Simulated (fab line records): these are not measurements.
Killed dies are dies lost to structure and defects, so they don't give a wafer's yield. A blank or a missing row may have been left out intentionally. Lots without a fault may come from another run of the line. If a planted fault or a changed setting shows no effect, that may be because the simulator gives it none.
Tool commonality check    flow gf180mcu    12 lots, 36 wafers sampled

REASON IT WAS OPENED
GF_V3_THK_MEAS_03, reading V3_CVD_02_THK: flagged on 2 of 12 lots. Fault-free wafers read 849 nm, with a standard deviation of 12.
Rule: flag the lot when none of its wafers has a number, or when each of its wafers that has one lies beyond 4 standard deviations from that mean. The other lots count as sound.

lot   measured      on            V3_CVD_02_THK (nm), wafer by wafer  flag
L633  day 21 17:37  filmMetro-04  836 833 846                         
L634  day 22 02:32  filmMetro-04  815 836 853                         
L637  day 23 07:12  filmMetro-01  837 857 853                         
L639  day 23 23:18  filmMetro-01  931 915 935                         FLAGGED
L641  day 24 21:27  filmMetro-01  936 959 946                         FLAGGED
L643  day 25 12:46  filmMetro-04  847 855 873                         
L647  day 26 12:30  filmMetro-04  856 847 868                         
L649  day 27 09:12  filmMetro-02  829 824 831                         
L650  day 27 11:41  filmMetro-04  832 833 843                         
L651  day 27 21:40  filmMetro-01  852 856 865                         
L654  day 28 11:24  filmMetro-04  842 843 860                         
L655  day 29 02:55  filmMetro-02  856 860 856                         
The numbers of the flagged lots are 937 nm on average: +88 nm against the usual, or +7 standard deviations.

EACH LOT AND THE TOOL IT RAN ON
The record holds 2 process steps before the reading, out of a route of 602 steps. Cell contents, in order: the tool; ch with the chambers the sampled wafers went through; the start.
lot   flag     GF_M3_STRIP_17                       GF_V3_CVD_02
L633           plasmaAsher-02 ch 0,1, day 21 16:53  pecvd-04 ch 0,1,2, day 21 17:33
L634           plasmaAsher-04 ch 0,1, day 22 01:49  pecvd-02 ch 0,1,2, day 22 02:28
L637           plasmaAsher-02 ch 0,1, day 23 06:26  pecvd-02 ch 1,2, day 23 07:08
L639  FLAGGED  plasmaAsher-04 ch 0,1, day 23 22:32  pecvd-02 ch 0,1, day 23 23:14
L641  FLAGGED  plasmaAsher-03 ch 0,1, day 24 20:43  pecvd-02 ch 0,1,2, day 24 21:23
L643           plasmaAsher-02 ch 0,1, day 25 12:02  pecvd-04 ch 0,1, day 25 12:42
L647           plasmaAsher-04 ch 0,1, day 26 11:40  pecvd-03 ch 0,1,2, day 26 12:26
L649           plasmaAsher-02 ch 0,1, day 27 08:26  pecvd-04 ch 1,2, day 27 09:08
L650           plasmaAsher-03 ch 0, day 27 10:56    pecvd-04 ch 1,2, day 27 11:37
L651           plasmaAsher-03 ch 0,1, day 27 20:52  pecvd-03 ch 0,2, day 27 21:35
L654           plasmaAsher-03 ch 0,1, day 28 10:32  pecvd-03 ch 0,1,2, day 28 11:19
L655           plasmaAsher-02 ch 0,1, day 29 02:11  pecvd-03 ch 0,1,2, day 29 02:51
What the steps here do:
- GF_M3_STRIP_17: strips in O2/N2.
- GF_V3_CVD_02: deposits SiO2 from TEOS, target thk 850 nm, time 94.851 s.
- GF_V3_THK_MEAS_03

FLAGGED AGAINST TOTAL, ONE TOOL AT A TIME (gauges that did the reading follow at the end)
step               tool            lots run  flagged  share of the flagged lots  sound lots run after its first flagged lot
GF_M3_STRIP_17     plasmaAsher-02  5         0        none                       -
GF_M3_STRIP_17     plasmaAsher-03  4         1        some                       3 (L650,L651,L654)
GF_M3_STRIP_17     plasmaAsher-04  3         1        some                       1 (L647)
GF_V3_CVD_02       pecvd-02        4         2        all                        0
GF_V3_CVD_02       pecvd-03        4         0        none                       -
GF_V3_CVD_02       pecvd-04        4         0        none                       -
GF_V3_THK_MEAS_03  filmMetro-01    4         2        all                        1 (L651)
GF_V3_THK_MEAS_03  filmMetro-02    2         0        none                       -
GF_V3_THK_MEAS_03  filmMetro-04    6         0        none                       -

WHAT IS ALLOWED BY THE TABLE
Rows of the table that ran all the flagged lots, 2 in number: pecvd-02 at GF_V3_CVD_02; filmMetro-01 at GF_V3_THK_MEAS_03.
- pecvd-02 at GF_V3_CVD_02: 2 of its 4 lots flagged. It ran its last sound lot, L637, at day 23 07:08 and its first flagged lot, L639, at day 23 23:14: a fault with its onset between the two fits.
- filmMetro-01 at GF_V3_THK_MEAS_03: 2 of its 4 lots flagged. After the first flagged lot (L651), sound lots still ran on it; a lasting fault on the whole tool would not permit that.
One tool is left: pecvd-02 at GF_V3_CVD_02.

WHAT THE SIMULATOR HAD PUT IN
Process parameter drift: pecvd-02, from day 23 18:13 on, at GF_V3_CVD_02. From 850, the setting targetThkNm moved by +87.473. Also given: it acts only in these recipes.
Lots struck among those shown: L639, L641. The same result came from the rule above.
